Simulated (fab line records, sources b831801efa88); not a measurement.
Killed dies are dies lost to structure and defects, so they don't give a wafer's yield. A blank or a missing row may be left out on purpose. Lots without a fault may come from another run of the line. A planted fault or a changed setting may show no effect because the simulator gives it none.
fab line records | flow sky130
record lots=10 wafers=30 last_day=50
route steps=708 shown METAL2@500 METAL3@534 VIA3@573
lots that met no fault: from a run of the same line without faults
start_h: hours from the record's first day to the start of the lot's first wafer shown | wait_h: hours since the lot's step before | " the same as in the row above | L1.1+2: a row that stands for several wafers | - no value, or no start given | * or withheld: withheld | < > ~ a bound
route shown NAME@n: a module of which the file shows steps, and the number in the route of the first | usual: mean/standard deviation of fault-free wafers | same: alike in all rows | chamber/n: place in a boat | sites: the reading at each site | _std_site: their standard deviation | _edge_site: outer sites' mean less inner sites' | radius_mm: how far each site lies from the wafer's centre | mask NAME#n: copy n | behind: the tool/chamber that last shaped the wafer | hold: why the lot was held/for how many hours/how that ended | device: the transistor (n, p or np) that didn't switch | end of line: the same wafers' tests at the end of the route | a step without rows: its recipe alone | killed: dies lost to structure and defects at the first sort, not the wafer's yield | map: a wafer's dies, x killed, . not, _ none there
set.NAME: the setting as run; set.NAME@STEP: as run at that earlier step | model.NAME: the simulator's own value behind a step, which no gauge read
steps of the route over a sample of lots; a table a step, a row a wafer
services: from which hour (start_h, from the record's first day; less than 0 if before it) a tool's chamber was out of use, for how many hours, and why
## steps
# step SKY_METAL2_DESCUM_17
# recipe chemistry=O2 source_power_w=150 bias_power_w=0 pressure_mtorr=10 temp_c=40 time_s=8
# usual drypump_motor_current_A=5.6/0.38 oes_product_au=0.995/0.01
# columns lot.wafer tool chamber start_h wait_h drypump_motor_current_A oes_product_au rf_hours_counter_h
L407.1 rie_metal-01 0 815.26 0.0 5.3 0.990 16
L407.4 " 1 " " 4.9 0.997 -
L407.6 " 1 " " 5.0 1.002 -
L408.1 rie_metal-04 1 824.67 0.0 5.7 0.983 0
L408.2 " 0 " " 5.7 1.007 11
L408.6 " 1 " " 5.6 0.995 -
L409.3 rie_metal-02 1 837.56 0.0 6.0 0.992 -
L409.5 " 0 " " 5.8 0.989 -
L409.6 " 1 " " 6.0 0.999 -
L410.3 rie_metal-01 0 856.51 0.0 5.2 0.988 -
L410.4 " 1 " " 5.0 1.005 -
L410.5 " 0 " " 5.3 1.001 -
L411.3 rie_metal-04 1 856.86 0.0 5.7 0.991 -
L411.5 " 1 " " 5.7 0.976 -
L411.6 " 0 " " 5.7 1.013 -
L412.1 rie_metal-02 1 866.57 0.0 6.0 0.994 7
L412.2 " 0 " " 5.9 0.985 10
L412.3 " 1 " " 6.0 0.987 -
L413.3 rie_metal-02 0 869.23 0.0 5.9 0.981 -
L413.5 " 1 " " 6.0 0.992 -
L413.6 " 0 " " 5.9 0.996 -
L415.2 rie_metal-02 1 885.70 0.0 6.0 0.994 8
L415.5 " 0 " " 5.9 0.994 -
L415.6 " 1 " " 6.0 0.994 -
L425.3 rie_metal-02 0 960.47 0.0 5.9 0.986 -
L425.5 " 1 " " 6.0 1.003 -
L425.6 " 0 " " 5.9 0.989 -
L430.1 rie_metal-04 0 988.72 0.0 5.7 1.010 21
L430.2 " 1 " " 5.7 1.006 10
L430.5 " 1 " " 5.7 0.986 -
# step SKY_METAL3_SPUTTER_02
# recipe material=AlCu target_thk_nm=735 power_w=10600 time_s=39.1 chamber_pressure_pa=0.4
# usual cathode_dc_power_W=10600/2 throttle_valve_pct=30.2/0.58
# columns lot.wafer tool chamber start_h wait_h cathode_dc_power_W throttle_valve_pct
L407.1 pvd_sputter-02 - 844.51 0.0 10597 29.5
L407.4 " - " " 10604 30.5
L407.6 " - " " 10598 30.6
L408.1 pvd_sputter-02 - 854.12 0.0 10602 30.4
L408.2 " - " " 10603 29.9
L408.6 " - " " 10603 30.4
L409.3 pvd_sputter-04 - 866.14 0.0 10600 31.5
L409.5 " - " " 10604 30.6
L409.6 " - " " 10597 30.2
L410.3 pvd_sputter-04 - 885.19 0.0 10599 29.4
L410.4 " - " " 10600 30.7
L410.5 " - " " 10598 30.1
L411.3 pvd_sputter-02 - 885.50 0.0 10600 30.7
L411.5 " - " " 10601 30.4
L411.6 " - " " 10597 29.9
L412.1 pvd_sputter-03 - 895.14 0.0 10600 30.0
L412.2 " - " " 10601 30.6
L412.3 " - " " 10600 29.4
L413.3 pvd_sputter-03 - 897.84 0.0 10603 31.0
L413.5 " - " " 10603 29.6
L413.6 " - " " 10600 30.5
L415.2 pvd_sputter-02 - 914.58 0.0 10601 30.7
L415.5 " - " " 10602 30.3
L415.6 " - " " 10600 29.5
L425.3 pvd_sputter-04 - 986.92 0.0 10602 31.1
L425.5 " - " " 10600 30.4
L425.6 " - " " 10602 31.3
L430.1 pvd_sputter-02 - 1015.37 0.0 10602 29.9
L430.2 " - " " 10601 30.8
L430.5 " - " " 10597 30.1
# step SKY_METAL3_STRIP_19
# recipe chemistry=O2/N2 power_w=1400 pressure_mtorr=1500 platen_temp_c=withheld o2_flow_sccm=3000 n2_flow_sccm=300 overash_fraction=0.5
# usual drypump_motor_current_A=5.9/0.37 oes_product_au=0.501/0.0059 strip_time_to_endpoint_s=6.50/0.099
# columns lot.wafer tool chamber start_h wait_h drypump_motor_current_A oes_product_au rf_hours_counter_h strip_time_to_endpoint_s
L407.1 plasma_asher-04 1 896.56 0.1 6.0 0.517 110 6.62
L407.4 " 0 " " 5.6 0.500 - 6.51
L407.6 " 1 " " 6.0 0.502 - 6.60
L408.1 plasma_asher-02 1 906.71 0.1 5.7 0.501 41 6.55
L408.2 " 0 " " 6.5 0.498 41 6.41
L408.6 " 1 " " 5.8 0.503 - 6.34
L409.3 plasma_asher-02 0 918.62 0.1 6.5 0.503 - 6.41
L409.5 " 0 " " 6.6 0.494 - 6.34
L409.6 " 1 " " 5.7 0.504 - 6.49
L411.3 plasma_asher-03 0 936.26 0.1 5.4 0.507 - 6.38
L411.5 " 1 " " 6.3 0.508 - 6.52
L411.6 " 0 " " 5.4 0.496 - 6.39
L410.3 plasma_asher-02 1 936.52 0.1 5.7 0.503 - 6.35
L410.4 " 0 " " 6.5 0.499 - 6.46
L410.5 " 1 " " 5.7 0.493 - 6.31
L412.1 plasma_asher-02 0 945.78 0.1 6.5 0.502 45 6.55
L412.2 " 1 " " 5.8 0.494 45 6.40
L412.3 " 0 " " 6.6 0.486 - 6.36
L413.3 plasma_asher-04 1 947.40 0.1 6.0 0.497 - 6.42
L413.5 " 1 " " 6.0 0.499 - 6.39
L413.6 " 0 " " 5.6 0.500 - 6.58
L415.2 plasma_asher-04 1 965.18 0.1 6.0 0.497 117 6.47
L415.5 " 1 " " 6.0 0.497 - 6.30
L415.6 " 0 " " 5.6 0.507 - 6.50
L425.3 plasma_asher-02 0 1034.85 0.1 6.5 0.501 - 6.47
L425.5 " 0 " " 6.5 0.505 - 6.42
L425.6 " 1 " " 5.7 0.498 - 6.55
L430.1 plasma_asher-03 1 1061.79 0.1 6.4 0.504 33 6.65
L430.2 " 0 " " 5.4 0.501 33 6.50
L430.5 " 1 " " 6.3 0.505 - 6.65
# step SKY_VIA3_HDPCVD_00
# recipe material=SiO2 target_thk_nm=1635 sigma_open_frac=0.3 time_s=272.5 temp_c=400 sih4_flow_sccm=60 pressure_mtorr=6
# columns lot.wafer tool chamber start_h wait_h
L407.1+4+6 hdpcvd-01 1,0,2 897.20 0.0
L408.1+2+6 hdpcvd-01 0,1,1 907.30 0.0
L409.3+5+6 hdpcvd-02 0,0,2 919.22 0.0
L411.3+5+6 hdpcvd-01 1,1,0 936.82 0.0
L410.3+4+5 hdpcvd-01 1,2,1 937.08 0.0
L412.1+2+3 hdpcvd-01 0,2,1 946.38 0.0
L413.3+5+6 hdpcvd-01 2,0,2 947.96 0.0
L415.2+5+6 hdpcvd-01 2,1,2 965.77 0.0
L425.3+5+6 hdpcvd-02 2,1,2 1035.44 0.0
L430.1+2+5 hdpcvd-01 2,1,2 1062.42 0.0
# step SKY_VIA3_THK_MEAS_01
# recipe reads=SiO2_of_VIA3_HDPCVD_00
# usual VIA3_HDPCVD_THK=1632/15
# columns lot.wafer tool chamber start_h wait_h VIA3_HDPCVD_THK[nm]
L407.1 film_metro-03 - 897.37 0.1 1613
L407.4 " - " " 1648
L407.6 " - " " 1624
L408.1 film_metro-04 - 907.47 0.1 1658
L408.2 " - " " 1630
L408.6 " - " " 1639
L409.3 film_metro-02 - 919.40 0.1 1628
L409.5 " - " " 1625
L409.6 " - " " 1620
L411.3 film_metro-04 - 937.01 0.1 1663
L411.5 " - " " 1677
L411.6 " - " " 1670
L410.3 film_metro-04 - 937.27 0.1 1642
L410.4 " - " " 1644
L410.5 " - " " 1647
L412.1 film_metro-04 - 946.55 0.1 1620
L412.2 " - " " 1625
L412.3 " - " " 1642
L413.3 film_metro-03 - 948.15 0.1 1614
L413.5 " - " " 1651
L413.6 " - " " 1644
L415.2 film_metro-02 - 965.95 0.1 2168
L415.5 " - " " 2179
L415.6 " - " " 1624
L425.3 film_metro-04 - 1035.63 0.1 1609
L425.5 " - " " 1610
L425.6 " - " " 1628
L430.1 film_metro-04 - 1062.59 0.1 1653
L430.2 " - " " 1646
L430.5 " - " " 1644
## services
# columns tool chamber start_h hours kind
pvd_sputter-02 - 798.55 1.5 repair
plasma_asher-02 - 837.87 0.9 repair
pvd_sputter-02 - 838.69 1.8 repair
pvd_sputter-03 - 859.13 2.7 repair
rie_metal-01 - 865.09 7.2 repair
hdpcvd-02 - 874.25 0.6 repair
rie_metal-01 - 892.59 14.6 pm
pvd_sputter-03 - 907.87 2.3 repair
pvd_sputter-04 - 920.08 2.5 repair
hdpcvd-01 - 932.03 2.8 pm
plasma_asher-03 - 936.56 0.6 repair
hdpcvd-01 - 950.25 15.0 pm
hdpcvd-01 0 950.25 15.0 vent_cycle
hdpcvd-01 1 950.25 15.0 vent_cycle
hdpcvd-01 2 950.25 15.0 vent_cycle
hdpcvd-01 0 965.25 - clean
hdpcvd-01 1 965.25 - clean
plasma_asher-03 - 966.15 0.8 repair
rie_metal-01 - 990.47 0.1 repair
rie_metal-04 0 1001.31 3.9 repair
pvd_sputter-04 - 1011.52 1.2 repair
hdpcvd-01 2 1021.10 5.5 repair
hdpcvd-02 - 1040.29 28.0 repair
plasma_asher-04 - 1055.25 9.0 pm
## key
first_sign step=SKY_VIA3_THK_MEAS_01 reading=VIA3_HDPCVD_THK direction=up sigmas=35 usual=1632 struck=2173
effect none on later readings
met_at SKY_VIA3_HDPCVD_00
struck_lots L415
struck_wafers L415.2,L415.5
not_acting_at SKY_METAL2_DESCUM_17,SKY_METAL3_SPUTTER_02,SKY_METAL3_STRIP_19
onset_between 947.96 965.77
fault kind=process_parameter_drift tool=hdpcvd-01 chamber=- onset_h=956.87 steps=SKY_VIA3_HDPCVD_00 channel=target_thk_nm offset=539.48 shape=step end_h=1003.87 scope=struck_wafers_only acts_in=these_recipes_only stated=1635
